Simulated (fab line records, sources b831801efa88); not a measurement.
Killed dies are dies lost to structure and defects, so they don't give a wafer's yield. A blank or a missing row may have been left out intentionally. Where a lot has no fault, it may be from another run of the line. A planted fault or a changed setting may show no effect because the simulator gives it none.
Chamber matching | flow sky130 | SKY_METAL4_ETCH_17 on rie-diel-03 has 4 sister chambers
The step etches SiO2 in C4F8/O2/Ar, stops on TiN, time 3.9 s, target depth 15 nm. 4 wafers are shown with their chamber, then 7 later ones without.

WAFERS, EACH WITH ITS CHAMBER
wafer  | chamber | oes-product-au (a.u.)
L082.1 | 0       | 0.752
L082.4 | 3       | 0.763
L089.3 | 1       | 0.747
L089.5 | 2       | 0.759

WAFERS WHOSE CHAMBER IS MISSING
wafer  | oes-product-au (a.u.)
L089.6 | 0.757
L091.1 | 0.750
L091.3 | 0.751
L091.6 | 0.757
L094.1 | 0.741
L094.3 | 0.746
L094.6 | 0.755

WHICH CHAMBER EACH ONE RAN IN
wafer  | from the rows above               | in truth
L089.6 | can't be placed: 2 or 0 or 3      | 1
L091.1 | can't be placed: 0 or 1           | 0
L091.3 | can't be placed: 0 or 1           | 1
L091.6 | can't be placed: 2 or 0 or 3      | 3
L094.1 | can't be placed: 1 or 0           | 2
L094.3 | can't be placed: 1 or 0           | 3
L094.6 | can't be placed: 0 or 2 or 1 or 3 | 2
Correctly placed: 0 of 7. Cannot be placed on the basis of these rows: 7; the candidates contain the true chamber in 4. 0 placed wrongly.
How it was worked out, from the rows above alone: a wafer's distance from a chamber is the root of the sum, over the readings, of the square of ((its reading less the chamber's mean) divided by the reading's scatter). If the next closest chamber is less than 2 further off than the closest, the wafer can't be placed; otherwise it belongs to the closest. For every chamber, the mean is computed from those of its wafers that are shown. The scatter: with one shown wafer a chamber, the root of the mean of the squares of how far each hidden wafer lies from its nearest shown one.
